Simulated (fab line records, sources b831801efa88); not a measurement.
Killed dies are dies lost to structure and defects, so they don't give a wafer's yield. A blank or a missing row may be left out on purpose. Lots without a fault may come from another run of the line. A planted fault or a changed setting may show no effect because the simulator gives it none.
Which tool did it? | flow gf180mcu | 24 lots, 72 wafers sampled, at 4 steps of a route of 602

WHAT THE GAUGES READ, wafer by wafer
GF_M3_RS_MEAS_05: measures by four-point-probe. Usual: M3_ALCU_RS 0.0697 ohm/sq, standard deviation 0.00071.
lot  | measured     | on            | M3_ALCU_RS (ohm/sq)  | flag
L074 | day 20 17:52 | film_metro-03 | 0.0688 0.0695 0.0685 |
L075 | day 20 23:13 | film_metro-03 | 0.0688 0.0694 0.0699 |
L077 | day 21 06:49 | film_metro-03 | 0.0696 0.0694 0.0700 |
L076 | day 21 10:47 | film_metro-02 | 0.0704 0.0693 0.0696 |
L078 | day 21 23:53 | film_metro-03 | 0.0701 0.0697 0.0703 |
L079 | day 22 05:40 | film_metro-03 | 0.0707 0.0707 0.0702 |
L080 | day 22 18:14 | film_metro-03 | 0.0685 0.0684 0.0691 |
L081 | day 22 23:23 | film_metro-02 | 0.0700 0.0701 0.0700 |
L082 | day 23 15:14 | film_metro-02 | 0.0700 0.0695 0.0696 |
L083 | day 23 22:59 | film_metro-03 | 0.0701 0.0701 0.0692 |
L084 | day 24 03:26 | film_metro-04 | 0.0702 0.0698 0.0706 |
L085 | day 24 13:20 | film_metro-04 | 0.0692 0.0688 0.0699 |
L086 | day 24 22:02 | film_metro-02 | 0.0691 0.0687 0.0692 |
L087 | day 25 08:34 | film_metro-03 | 0.0705 0.0698 0.0697 |
L089 | day 25 22:56 | film_metro-02 | 0.0699 0.0700 0.0700 |
L088 | day 26 00:14 | film_metro-03 | 0.0700 0.0696 0.0696 |
L091 | day 26 13:21 | film_metro-03 | 0.0704 0.0698 0.0697 |
L090 | day 26 14:46 | film_metro-02 | 0.0715 0.0703 0.0712 |
L092 | day 27 00:48 | film_metro-03 | 0.0696 0.0691 0.0693 |
L093 | day 27 09:00 | film_metro-03 | 0.0693 0.0701 0.0707 |
L095 | day 27 11:02 | film_metro-03 | 0.0688 0.0689 0.0684 |
L094 | day 27 12:59 | film_metro-02 | 0.0707 0.0708 0.0706 |
L096 | day 27 23:40 | film_metro-04 | 0.0700 0.0698 0.0706 |
L097 | day 28 08:00 | film_metro-02 | 0.0708 0.0710 0.0705 |

GF_M3_CD_MEAS_14: target cd 280 nm. Usual: cd_nm 279.8 nm, standard deviation 1.2.
lot  | measured     | on        | cd_nm (nm)        | flag
L074 | day 21 17:09 | cd_sem-01 | 280.9 280.1 281.2 |
L075 | day 22 04:43 | cd_sem-01 | 279.2 280.3 280.4 |
L077 | day 22 06:13 | cd_sem-01 | 278.7 279.5 281.2 |
L076 | day 22 09:43 | cd_sem-01 | 280.8 280.4 280.6 |
L078 | day 22 22:48 | cd_sem-01 | 278.5 278.0 277.5 |
L079 | day 23 03:59 | cd_sem-02 | 279.3 279.2 278.8 |
L080 | day 23 17:12 | cd_sem-01 | 279.1 278.7 279.1 |
L081 | day 23 21:44 | cd_sem-01 | 280.1 280.2 281.1 |
L082 | day 24 13:28 | cd_sem-01 | 281.7 280.0 280.7 |
L083 | day 24 20:55 | cd_sem-02 | 279.2 279.6 281.4 |
L084 | day 25 02:00 | cd_sem-02 | 279.7 278.8 279.8 |
L085 | day 25 11:08 | cd_sem-01 | 277.5 278.9 279.0 |
L086 | day 25 19:20 | cd_sem-02 | 280.2 279.3 280.8 |
L087 | day 26 05:50 | cd_sem-02 | 276.7 276.6 275.9 |
L089 | day 26 19:34 | cd_sem-01 | 281.0 280.2 280.3 |
L088 | day 26 20:55 | cd_sem-02 | 281.0 281.5 281.3 |
L091 | day 27 09:47 | cd_sem-01 | 279.1 279.7 279.2 |
L090 | day 27 11:41 | cd_sem-01 | 280.7 281.1 280.0 |
L092 | day 27 21:17 | cd_sem-01 | 281.3 280.0 278.8 |
L093 | day 28 05:10 | cd_sem-02 | 281.6 281.3 281.5 |
L095 | day 28 07:29 | cd_sem-01 | 279.2 278.9 278.6 |
L094 | day 28 08:33 | cd_sem-02 | 280.4 281.1 280.8 |
L096 | day 28 18:39 | cd_sem-01 | 280.6 280.1 280.4 |
L097 | day 29 02:58 | cd_sem-02 | 279.5 279.6 278.9 |

GF_M3_OVL_MEAS_15. Usual: M3_OVL 2 nm, standard deviation 5.3.
lot  | measured     | on         | M3_OVL (nm) | flag
L074 | day 21 17:16 | overlay-01 | 6 -1 -1     |
L075 | day 22 04:49 | overlay-02 | 5 3 -1      |
L077 | day 22 06:20 | overlay-01 | 6 6 3       |
L076 | day 22 09:49 | overlay-01 | 1 -1 0      |
L078 | day 22 22:55 | overlay-02 | -4 -1 -3    |
L079 | day 23 04:05 | overlay-01 | -1 -5 0     |
L080 | day 23 17:17 | overlay-01 | -4 -2 -1    |
L081 | day 23 21:52 | overlay-01 | 0 -4 4      |
L082 | day 24 13:34 | overlay-01 | 8 2 7       |
L083 | day 24 20:59 | overlay-01 | -1 4 0      |
L084 | day 25 02:07 | overlay-01 | 1 -3 -4     |
L085 | day 25 11:16 | overlay-02 | 6 4 8       |
L086 | day 25 19:28 | overlay-02 | 4 -2 0      |
L087 | day 26 05:55 | overlay-02 | 1 -5 1      |
L089 | day 26 19:40 | overlay-01 | 9 3 6       |
L088 | day 26 21:02 | overlay-01 | 6 8 4       |
L091 | day 27 09:54 | overlay-01 | 2 3 -3      |
L090 | day 27 11:49 | overlay-01 | 6 16 18     |
L092 | day 27 21:23 | overlay-02 | -3 1 -1     |
L093 | day 28 05:16 | overlay-01 | 9 9 8       |
L095 | day 28 07:37 | overlay-02 | -6 -3 3     |
L094 | day 28 08:40 | overlay-01 | 4 -2 -4     |
L096 | day 28 18:46 | overlay-02 | 10 -1 1     |
L097 | day 29 03:05 | overlay-01 | 5 -5 -8     |

GF_V3_THK_MEAS_01. Usual: V3_CVD_00_THK 598 nm, standard deviation 6.2.
lot  | measured     | on            | V3_CVD_00_THK (nm) | flag
L074 | day 21 18:03 | film_metro-01 | 596 594 598        |
L075 | day 22 05:44 | film_metro-01 | 610 597 602        |
L077 | day 22 07:06 | film_metro-01 | 594 594 598        |
L076 | day 22 10:43 | film_metro-03 | 598 602 598        |
L078 | day 22 23:41 | film_metro-01 | 606 603 600        |
L079 | day 23 04:54 | film_metro-03 | 594 606 597        |
L080 | day 23 18:07 | film_metro-03 | 607 599 599        |
L081 | day 23 22:38 | film_metro-03 | 598 603 601        |
L082 | day 24 14:20 | film_metro-01 | 592 597 590        |
L083 | day 24 21:48 | film_metro-03 | 592 610 609        |
L084 | day 25 03:01 | film_metro-03 | 604 601 608        |
L085 | day 25 12:02 | film_metro-03 | 592 588 602        |
L086 | day 25 20:16 | film_metro-01 | 603 611 612        |
L087 | day 26 07:02 | film_metro-02 | 596 601 597        |
L089 | day 26 20:28 | film_metro-01 | 595 600 597        |
L088 | day 26 21:49 | film_metro-03 | 597 594 589        |
L091 | day 27 10:40 | film_metro-03 | 591 593 602        |
L090 | day 27 12:37 | film_metro-01 | 605 607 593        |
L092 | day 27 22:12 | film_metro-01 | 598 596 596        |
L093 | day 28 06:02 | film_metro-02 | 579 593 590        |
L095 | day 28 08:31 | film_metro-03 | 587 598 605        |
L094 | day 28 09:26 | film_metro-02 | 592 598 604        |
L096 | day 28 19:32 | film_metro-03 | 604 597 599        |
L097 | day 29 03:51 | film_metro-03 | 580 595 584        |

WHICH TOOL RAN EACH LOT (tool, then ch and the chambers of the sampled wafers, then the start)
The record holds no process step before these readings.

WHAT THE TOOLS THEMSELVES READ (means of the sampled wafers that have a number; where no wafer has one, the mark that the record gives instead)
The record holds no such reading with a usual standard deviation.

THE ANSWER, worked out from the rows above alone
Rule: a lot is off if the mean of its wafers that have a number lies more than 3 standard deviations from the usual mean. A lot without any number at a reading at which 4 lots or more have one is off too. The other lots that the step has rows for count as sound. The gauges are gone through in route order, then the tools' own readings, and for those a lot's mean is taken as printed above. The first step at which some lot is off is used, and at that step the reading that is off furthest; a lot without a number counts as furthest.
No lot is off at any reading shown: from this, nothing can be told.

WHAT THE SIMULATOR HAD PUT IN
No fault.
